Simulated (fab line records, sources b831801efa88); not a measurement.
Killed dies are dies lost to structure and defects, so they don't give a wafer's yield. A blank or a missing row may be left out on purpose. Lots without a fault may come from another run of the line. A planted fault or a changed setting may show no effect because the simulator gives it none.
A struck lot beside a sound one | flow sky130 | 17 steps out of a route of 708
Sound: wafers L294.3, L294.4, L294.6. Struck: wafer L308.1. (L308.4, L308.5 of the same lot were not struck and are left out.) The cause comes at the end.
At each step with rows: each side's tool, then ch and its chambers, then its first start. Under that, the readings that differ: sound wafers | struck wafers | difference of the means | sigmas: that difference in standard deviations of wafers without a fault.
alike: readings whose means differ by less than 2 such deviations, and words and numbers that are the same on both sides. not compared: withheld readings, readings that some wafer has no value for, bounds like >300 that may hide the same value, and numbers for which the record gives no deviation and whose values overlap.
The two part at a step that has a row with sigmas, a row that says differs or no value, or rows on one side only. Numbers that don't overlap but have no deviation are shown without sigmas and don't part them. A reading that every wafer of one side lacks parts them only if that side has two wafers or more.

first, 3 steps without rows for these wafers: SKY_LI_CONTACT_EXPOSE_09 (exposes mask LICM1, target cd 170 nm); SKY_LI_CONTACT_PEB_10; SKY_LI_CONTACT_DEVELOP_11 (develop time 60 s).
SKY_LI_CONTACT_CD_MEAS_12: target cd 170 nm.
  sound on cd_sem-02, day 31 15:55; struck on cd_sem-01, day 36 01:28
  alike: cd_nm
SKY_LI_CONTACT_OVL_MEAS_13:
  sound on overlay-02, day 31 16:00; struck on overlay-01, day 36 01:35
  alike: LI_CONTACT_OVL
SKY_LI_CONTACT_ETCH_14: etches BARC in N2/H2, stops on SiO2, time 45.9 s, target depth 60 nm.
  sound on rie_diel-03 ch 0,1,3, day 31 16:01; struck on rie_diel-02 ch 0, day 36 01:37
  alike: drypump_motor_current_A, oes_product_au, throttle_valve_pct
  not compared: rf_hours_counter_h
then, 1 step without rows for these wafers: SKY_LI_CONTACT_ETCH_15 (etches PSG in C4F8/O2/Ar, stops on Si, target depth 600 nm).
SKY_LI_CONTACT_STRIP_16: strips in O2/N2.
  sound on plasma_asher-03 ch 0,1, day 31 16:11; struck on plasma_asher-03 ch 0, day 36 01:45
  reading                      | sound             | struck | difference                   | sigmas
  rf_hours_counter_h (h)       | - - -             | 41     | no value on the sound wafers |
  strip_time_to_endpoint_s (s) | 3.564 3.507 3.548 | 3.470  | -0.070                       | -2
  alike: drypump_motor_current_A, oes_product_au
then, 2 steps without rows for these wafers: SKY_LI_CONTACT_CLEAN_17 (cleans in NMP, time 600 s); SKY_LI_CONTACT_PRE_CLEAN_18 (time 5.6 s).
SKY_LI_CONTACT_SPUTTER_19: material Ti, target thk 20 nm, time 106.37 s.
  sound on pvd_sputter-01, day 31 16:29; struck on pvd_sputter-02, day 36 02:04
  reading                | sound          | struck | difference | sigmas
  throttle_valve_pct (%) | 28.5 29.1 28.7 | 31.8   | +3.0       | +3
SKY_LI_CONTACT_SPUTTER_20: material TiN, target thk 20 nm, time 80 s.
  sound on pvd_sputter-01, day 31 16:34; struck on pvd_sputter-02, day 36 02:08
  reading                | sound          | struck | difference | sigmas
  throttle_valve_pct (%) | 28.6 28.8 28.2 | 31.4   | +2.9       | +2
SKY_LI_CONTACT_CVD_21: deposits W, target thk 400 nm, time 120.56 s.
  sound on cvd_w-01 ch 0,1, day 31 16:40; struck on cvd_w-01 ch 0, day 36 02:12
  reading                                  | sound             | struck | difference | sigmas
  model.W_of_LI_CONTACT_CVD_21.thk_nm (nm) | 399.8 408.3 399.2 | 516.2  | +113.8     |
  alike: heater_power_w
SKY_LI_CONTACT_RS_MEAS_22: measures by four-point-probe.
  sound on film_metro-01, day 31 16:47; struck on film_metro-01, day 36 02:20
  reading                  | sound             | struck | difference | sigmas
  LI_CONTACT_W_RS (ohm/sq) | 0.286 0.280 0.286 | 0.221  | -0.063     | -18
SKY_LI_CONTACT_THK_MEAS_23: measures by xrf.
  sound on film_metro-01, day 31 16:53; struck on film_metro-01, day 36 02:27
  reading               | sound       | struck | difference | sigmas
  LI_CONTACT_W_THK (nm) | 387 397 386 | 489    | +99        | +14
SKY_LI_CONTACT_CMP_24: polishes, stops on PSG, t overpolish 20 s, target thk 0 nm.
  sound on cmp-01 ch 0,1, day 31 16:55; struck on cmp-01 ch 0, day 36 02:31
  reading                | sound    | struck | difference | sigmas
  time_to_endpoint_s (s) | 99 97 97 | 124    | +26        | +8
  alike: motor_current_A
SKY_LOCAL_INTERCONNECT_SPUTTER_00: material TiN, target thk 100 nm, time 83.3 s.
  sound on pvd_sputter-04, day 31 17:13; struck on pvd_sputter-03, day 36 02:49
  reading                | sound          | struck | difference | sigmas
  throttle_valve_pct (%) | 29.0 27.8 27.8 | 31.1   | +2.9       | +3

WHERE THEY PART
First at SKY_LI_CONTACT_STRIP_16; last, within this record, at SKY_LOCAL_INTERCONNECT_SPUTTER_00.

WHY: what the simulator had put in
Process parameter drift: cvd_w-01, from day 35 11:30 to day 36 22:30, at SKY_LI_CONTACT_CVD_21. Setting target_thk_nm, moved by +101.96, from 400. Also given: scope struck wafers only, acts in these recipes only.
